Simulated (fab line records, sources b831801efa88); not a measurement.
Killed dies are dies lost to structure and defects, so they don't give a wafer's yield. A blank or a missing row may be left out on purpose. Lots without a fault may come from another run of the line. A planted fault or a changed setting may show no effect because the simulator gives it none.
Which tool did it? | flow sfq_line | 7 lots, 21 wafers sampled, at 2 steps of a route of 325

WHAT THE GAUGES READ, wafer by wafer
SFQ_L0_RS_MEAS_901: measures by four-point-probe.
lot  | measured    | on            | L0_MONX_KI_RS (ohm/sq)
L741 | day 1 22:34 | film_metro-04 | 44.1 44.0 43.6
L744 | day 2 13:34 | film_metro-03 | 43.9 44.1 43.4
L746 | day 2 23:35 | film_metro-01 | 43.9 43.3 43.4
L751 | day 4 00:34 | film_metro-01 | 44.1 43.5 43.5
L753 | day 4 10:35 | film_metro-03 | 42.9 48.7 43.4
L755 | day 4 20:35 | film_metro-01 | 43.2 44.2 43.8
L758 | day 5 11:58 | film_metro-04 | 43.6 43.2 44.1

WHICH TOOL RAN EACH LOT (tool, then ch and the chambers of the sampled wafers, then the start)
lot  | SFQ_TRILAYER_L0_DEP_SPUTTER_003
L741 | pvd_sputter-05, day 1 22:29
L744 | pvd_sputter-03, day 2 13:29
L746 | pvd_sputter-04, day 2 23:29
L751 | pvd_sputter-05, day 4 00:29
L753 | pvd_sputter-03, day 4 10:29
L755 | pvd_sputter-05, day 4 20:29
L758 | pvd_sputter-04, day 5 11:29
- SFQ_TRILAYER_L0_DEP_SPUTTER_003: material MoNx KI, target thk 40 nm, time 100 s.

THE ANSWER, worked out from the rows above alone
Rule: what is usual is taken from the lots themselves. Put in order of their means at a reading, lots are off if they are a third of the lots or fewer, leave a main group of 4 or more, and stand apart from it by a gap of 3 or more times the standard deviation of the main group's means; of several such gaps the widest counts. A main group whose means are all the same, to the digits that the tables above print for the reading, isn't used. A lot without any number at a reading at which 4 lots or more have one is off too. The other lots that the step has rows for count as sound.
Off: L753, at SFQ_L0_RS_MEAS_901 (L0_MONX_KI_RS). The main group: mean 43.7 ohm/sq, standard deviation 0.12.
A tool fits if, at a process step before that reading, it ran every lot that is off, and no sound lot after the first of them. The gauges at SFQ_L0_RS_MEAS_901 are tried like those tools. Can't be told from this: 2 tools fit, pvd_sputter-03 at SFQ_TRILAYER_L0_DEP_SPUTTER_003, film_metro-03 at SFQ_L0_RS_MEAS_901.

WHAT THE SIMULATOR HAD PUT IN
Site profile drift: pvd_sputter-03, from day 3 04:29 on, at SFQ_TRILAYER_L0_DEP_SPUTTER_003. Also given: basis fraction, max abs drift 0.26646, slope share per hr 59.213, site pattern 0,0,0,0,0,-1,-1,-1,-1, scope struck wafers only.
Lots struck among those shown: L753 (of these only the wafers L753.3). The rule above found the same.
